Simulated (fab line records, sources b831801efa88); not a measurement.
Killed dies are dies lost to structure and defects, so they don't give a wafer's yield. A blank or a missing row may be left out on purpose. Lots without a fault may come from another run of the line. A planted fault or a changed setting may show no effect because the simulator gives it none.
Tool commonality check | flow gf180mcu | 12 lots, 36 wafers sampled

WHY IT WAS OPENED
At GF_SALICIDE_THK_MEAS_05 the reading SALICIDE_TIN_THK is flagged on 2 of 12 lots. Wafers without a fault read 19.93 nm, standard deviation 0.3.
Rule: a lot is flagged when every wafer of it that has a number lies more than 4 standard deviations from that mean, or none has a number. The other lots count as sound.

lot  | measured     | on            | SALICIDE_TIN_THK (nm), wafer by wafer | flag
L860 | day 14 20:24 | film_metro-02 | 19.76 19.71 19.77                     |
L861 | day 15 02:36 | film_metro-01 | 20.20 20.25 20.47                     |
L866 | day 17 23:41 | film_metro-02 | 17.95 17.55 17.45                     | FLAGGED
L869 | day 19 01:11 | film_metro-02 | 18.15 18.11 18.17                     | FLAGGED
L872 | day 19 19:19 | film_metro-02 | 19.88 19.82 19.80                     |
L874 | day 20 08:05 | film_metro-02 | 20.24 19.87 20.04                     |
L877 | day 21 05:58 | film_metro-02 | 19.30 19.59 19.51                     |
L878 | day 21 16:15 | film_metro-03 | 20.12 19.69 19.82                     |
L879 | day 22 01:25 | film_metro-02 | 19.69 19.87 19.91                     |
L881 | day 22 13:31 | film_metro-03 | 20.04 19.56 19.88                     |
L882 | day 22 22:31 | film_metro-02 | 20.05 20.20 20.09                     |
L883 | day 23 06:19 | film_metro-01 | 19.99 20.32 20.22                     |
The numbers of the flagged lots are 17.90 nm on average: -2.03 nm against the usual, or -7 standard deviations.

WHICH TOOL RAN EACH LOT
The record holds 1 process step before the reading, out of a route of 602 steps. In each cell: the tool, then ch and the chambers that the sampled wafers went through, then the start.
lot  | flag    | GF_SALICIDE_SPUTTER_03
L860 |         | pvd_sputter-01, day 14 20:14
L861 |         | pvd_sputter-03, day 15 02:25
L866 | FLAGGED | pvd_sputter-04, day 17 23:32
L869 | FLAGGED | pvd_sputter-04, day 19 01:02
L872 |         | pvd_sputter-01, day 19 19:11
L874 |         | pvd_sputter-03, day 20 07:56
L877 |         | pvd_sputter-01, day 21 05:50
L878 |         | pvd_sputter-04, day 21 16:06
L879 |         | pvd_sputter-04, day 22 01:14
L881 |         | pvd_sputter-04, day 22 13:23
L882 |         | pvd_sputter-04, day 22 22:21
L883 |         | pvd_sputter-04, day 23 06:11
What these steps do:
- GF_SALICIDE_SPUTTER_03: material TiN, target thk 20 nm, time 16.7 s.
- GF_SALICIDE_THK_MEAS_05: measures by xrf.

FLAGGED OVER TOTAL, TOOL BY TOOL (the gauges that took the reading come last)
step                    | tool           | lots run | flagged | share of the flagged lots | sound lots run after its first flagged lot
GF_SALICIDE_SPUTTER_03  | pvd_sputter-01 | 3        | 0       | none                      | -
GF_SALICIDE_SPUTTER_03  | pvd_sputter-03 | 2        | 0       | none                      | -
GF_SALICIDE_SPUTTER_03  | pvd_sputter-04 | 7        | 2       | all                       | 5 (L878,L879,L881,L882,L883)
GF_SALICIDE_THK_MEAS_05 | film_metro-01  | 2        | 0       | none                      | -
GF_SALICIDE_THK_MEAS_05 | film_metro-02  | 8        | 2       | all                       | 5 (L872,L874,L877,L879,L882)
GF_SALICIDE_THK_MEAS_05 | film_metro-03  | 2        | 0       | none                      | -

WHAT THE TABLE ALLOWS
2 rows of the table ran every flagged lot: pvd_sputter-04 at GF_SALICIDE_SPUTTER_03, film_metro-02 at GF_SALICIDE_THK_MEAS_05.
- pvd_sputter-04 at GF_SALICIDE_SPUTTER_03: 2 of its 7 lots flagged. Sound lots ran on it after the first flagged one (L878, L879, L881, L882, L883), which a lasting fault on the whole tool wouldn't allow. Its own readings lie more than 4 standard deviations out on every wafer of the flagged lots: cathode_dc_power_W.
- film_metro-02 at GF_SALICIDE_THK_MEAS_05: 2 of its 8 lots flagged. Sound lots ran on it after the first flagged one (L872, L874, L877, L879, L882), which a lasting fault on the whole tool wouldn't allow.
No row of the table ran every flagged lot and no sound lot after the first.

WHAT THE SIMULATOR HAD PUT IN
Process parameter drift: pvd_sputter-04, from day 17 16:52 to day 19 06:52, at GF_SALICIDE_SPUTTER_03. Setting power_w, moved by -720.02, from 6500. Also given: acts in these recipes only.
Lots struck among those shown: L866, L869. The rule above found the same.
